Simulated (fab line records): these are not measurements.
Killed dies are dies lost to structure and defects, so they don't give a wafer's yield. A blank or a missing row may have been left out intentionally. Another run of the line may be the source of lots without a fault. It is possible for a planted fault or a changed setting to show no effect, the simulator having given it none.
Struck lot and sound lot, side by side ; flow sky130 ; 21 steps out of a route of 708
Sound: the wafers L498.1, L498.3, L498.4. Wafers struck: L506.3, L506.4, L506.6. The cause is given at the end.
Each step with rows lists, per side, the tool, then ch with its chambers, then its first start. Under that, the readings that differ: sound wafers ; struck wafers ; difference of the means ; sigmas: that difference in standard deviations of wafers without a fault.
alike: readings whose means differ by less than 2 such deviations, and words and numbers that are the same on both sides. not compared: withheld readings, readings that some wafer has no value for, bounds like >300 that may hide the same value, and numbers for which the record gives no deviation and whose values overlap.
The two part at a step that has a row with sigmas, a row that says differs or no value, or rows on one side only. Numbers that don't overlap but have no deviation are shown without sigmas and don't part them. A reading that every wafer of one side lacks parts them only if that side has two wafers or more.

first, 2 steps without rows for these wafers: SKY_LDD_HVP_PEB_05; SKY_LDD_HVP_DEVELOP_06 (develop time 60 s).
SKY_LDD_HVP_OVL_MEAS_07:
  struck on overlay-02, day 24 10:51; sound on overlay-01, day 21 02:04
  alike: LDD_HVP_OVL
then, 1 step without rows for these wafers: SKY_LDD_HVP_IMPLANT_08.
SKY_LDD_HVP_STRIP_09: strips in O2/N2.
  sound on plasma-asher-03 ch 0,1, day 21 02:15; struck on plasma-asher-01 ch 0,1, day 24 11:04
  alike: drypump-motor-current-A, oes-product-au, strip-time-to-endpoint-s
  not compared: rf-hours-counter-h
SKY_LDD_HVP_TW_MEAS_10:
  struck on film-metro-03, day 24 11:09; sound on film-metro-02, day 21 02:21
  alike: LDD_HVP_TW
then, 6 steps without rows for these wafers: SKY_LDD_LDN_DEHYDRATE_00 (time 60 s); SKY_LDD_LDN_HMDS_01 (prime time 60 s); SKY_LDD_LDN_COAT_02 (resist thk 1140 nm); SKY_LDD_LDN_SOFTBAKE_03 (time 60 s); SKY_LDD_LDN_EXPOSE_04 (exposes mask LDNTM, target cd 700 nm); SKY_LDD_LDN_PEB_05.
SKY_LDD_LDN_DEVELOP_06: develop time 60 s.
  sound on litho-track-02 ch 0, day 22 08:52; struck on litho-track-02 ch 0, day 25 16:40
SKY_LDD_LDN_OVL_MEAS_07:
  struck on overlay-02, day 25 16:47; sound on overlay-02, day 22 09:01
reading;sound;struck;difference;sigmas
LDD_LDN_OVL (nm);-0.2 -0.6 -4.1;- - -;no value on the struck wafers;
then, 4 steps without rows for these wafers: SKY_LDD_LDN_IMPLANT_08; SKY_LDD_LDN_IMPLANT_09; SKY_LDD_LDN_IMPLANT_10; SKY_LDD_LDN_IMPLANT_11.
SKY_LDD_LDN_STRIP_12: strips in O2/N2.
  sound on plasma-asher-04 ch 0,1, day 22 09:40; struck on plasma-asher-04 ch 0,1, day 25 17:26
  alike: drypump-motor-current-A, oes-product-au, strip-time-to-endpoint-s
  not compared: rf-hours-counter-h
SKY_LDD_LDN_TW_MEAS_13:
  struck on film-metro-04, day 25 17:32; sound on film-metro-04, day 22 09:46
reading;sound;struck;difference;sigmas
LDD_LDN_TW;1479 1483 1484;30 30 30;-1452;-99 or more
then, 1 step without rows for these wafers: SKY_LDD_LDN_CLEAN_14 (cleans in SC1/SC2, time 150 s).

## WHERE THEY PART
Last at SKY_LDD_LDN_TW_MEAS_13 as far as this record goes, first at SKY_LDD_LDN_OVL_MEAS_07.

WHY: what had been put in by the simulator
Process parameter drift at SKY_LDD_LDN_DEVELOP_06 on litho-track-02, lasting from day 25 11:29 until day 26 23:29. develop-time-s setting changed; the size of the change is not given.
